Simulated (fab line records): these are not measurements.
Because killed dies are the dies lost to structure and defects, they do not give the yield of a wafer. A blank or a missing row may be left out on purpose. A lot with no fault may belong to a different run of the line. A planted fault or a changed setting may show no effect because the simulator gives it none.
Tool commonality check / flow sky130 / 12 lots and 39 wafers in the sample

== WHY THIS WAS OPENED ==
SKY_SD_P_TW_MEAS_11, reading SD_P_TW: flagged on 1 of 12 lots. Fault-free wafers read 2834, with a standard deviation of 33.
Rule: a lot is flagged in two cases, either no wafer of it has a number, or all its wafers with numbers fall more than 4 standard deviations from that mean. The other lots count as sound.

lot=L588; measured=day 25 08:19; on=filmMetro-02; SD_P_TW, wafer by wafer=2865 2867 2859; flag=
lot=L591; measured=day 26 15:43; on=filmMetro-01; SD_P_TW, wafer by wafer=2811 2804 2811; flag=
lot=L592; measured=day 27 00:13; on=filmMetro-01; SD_P_TW, wafer by wafer=2801 2807 2805; flag=
lot=L593; measured=day 27 05:31; on=filmMetro-02; SD_P_TW, wafer by wafer=31 31 31 31 31 31; flag=FLAGGED
lot=L599; measured=day 29 09:23; on=filmMetro-02; SD_P_TW, wafer by wafer=2891 2888 2887; flag=
lot=L602; measured=day 30 07:25; on=filmMetro-01; SD_P_TW, wafer by wafer=2823 2814 2804; flag=
lot=L603; measured=day 30 12:01; on=filmMetro-01; SD_P_TW, wafer by wafer=2813 2823 2802; flag=
lot=L604; measured=day 31 00:14; on=filmMetro-02; SD_P_TW, wafer by wafer=2865 2879 2855; flag=
lot=L605; measured=day 31 04:21; on=filmMetro-04; SD_P_TW, wafer by wafer=2852 2839 2825; flag=
lot=L607; measured=day 31 20:53; on=filmMetro-01; SD_P_TW, wafer by wafer=2794 2795 2790; flag=
lot=L608; measured=day 32 05:55; on=filmMetro-02; SD_P_TW, wafer by wafer=2878 2857 2860; flag=
lot=L611; measured=day 32 22:04; on=filmMetro-01; SD_P_TW, wafer by wafer=2805 2808 2815; flag=
On average the flagged lots' numbers are 31, which is -2803 against the usual, or -85 standard deviations.

== WHICH TOOL EACH LOT WENT THROUGH ==
The record keeps 1 process step preceding the reading, out of 708 steps on the route. In each cell: the tool, then ch and the chambers that the sampled wafers went through, then the start.
lot=L588; flag=; SKY_SD_P_EXPOSE_04=ilineStepper-02 ch 0, day 24 16:44
lot=L591; flag=; SKY_SD_P_EXPOSE_04=ilineStepper-02 ch 0, day 26 00:44
lot=L592; flag=; SKY_SD_P_EXPOSE_04=ilineStepper-02 ch 0, day 26 09:23
lot=L593; flag=FLAGGED; SKY_SD_P_EXPOSE_04=ilineStepper-02 ch 0, day 26 15:08
lot=L599; flag=; SKY_SD_P_EXPOSE_04=ilineStepper-02 ch 0, day 28 19:29
lot=L602; flag=; SKY_SD_P_EXPOSE_04=ilineStepper-02 ch 0, day 29 17:08
lot=L603; flag=; SKY_SD_P_EXPOSE_04=ilineStepper-01 ch 0, day 29 21:40
lot=L604; flag=; SKY_SD_P_EXPOSE_04=ilineStepper-02 ch 0, day 30 10:23
lot=L605; flag=; SKY_SD_P_EXPOSE_04=ilineStepper-01 ch 0, day 30 15:05
lot=L607; flag=; SKY_SD_P_EXPOSE_04=ilineStepper-02 ch 0, day 31 06:37
lot=L608; flag=; SKY_SD_P_EXPOSE_04=ilineStepper-02 ch 0, day 31 16:35
lot=L611; flag=; SKY_SD_P_EXPOSE_04=ilineStepper-01 ch 0, day 32 08:50
What is done by these steps:
- SKY_SD_P_EXPOSE_04: exposes mask PSDM, target cd 380 nm.
- SKY_SD_P_TW_MEAS_11

== FLAGGED AGAINST TOTAL, ONE TOOL AT A TIME (gauges that did the reading follow at the end) ==
step=SKY_SD_P_EXPOSE_04; tool=ilineStepper-01; lots run=3; flagged=0; share of the flagged lots=none; sound lots run after its first flagged lot=-
step=SKY_SD_P_EXPOSE_04; tool=ilineStepper-02; lots run=9; flagged=1; share of the flagged lots=all; sound lots run after its first flagged lot=5 (L599,L602,L604,L607,L608)
step=SKY_SD_P_TW_MEAS_11; tool=filmMetro-01; lots run=6; flagged=0; share of the flagged lots=none; sound lots run after its first flagged lot=-
step=SKY_SD_P_TW_MEAS_11; tool=filmMetro-02; lots run=5; flagged=1; share of the flagged lots=all; sound lots run after its first flagged lot=3 (L599,L604,L608)
step=SKY_SD_P_TW_MEAS_11; tool=filmMetro-04; lots run=1; flagged=0; share of the flagged lots=none; sound lots run after its first flagged lot=-

== WHAT THE TABLE PERMITS ==
Every flagged lot went through 2 rows of the table: ilineStepper-02 at SKY_SD_P_EXPOSE_04 and filmMetro-02 at SKY_SD_P_TW_MEAS_11.
- ilineStepper-02 at SKY_SD_P_EXPOSE_04: 1 of its 9 lots flagged. Sound lots ran on it after the first flagged one (L599, L602, L604, L607, L608), which a lasting fault on the whole tool wouldn't allow.
- filmMetro-02 at SKY_SD_P_TW_MEAS_11: 1 of its 5 lots flagged. Sound lots ran on it after the first flagged one (L599, L604, L608), which a lasting fault on the whole tool wouldn't allow.
Not one row of the table ran every flagged lot while running no sound lot after the first.

== WHAT THE SIMULATOR PUT IN ==
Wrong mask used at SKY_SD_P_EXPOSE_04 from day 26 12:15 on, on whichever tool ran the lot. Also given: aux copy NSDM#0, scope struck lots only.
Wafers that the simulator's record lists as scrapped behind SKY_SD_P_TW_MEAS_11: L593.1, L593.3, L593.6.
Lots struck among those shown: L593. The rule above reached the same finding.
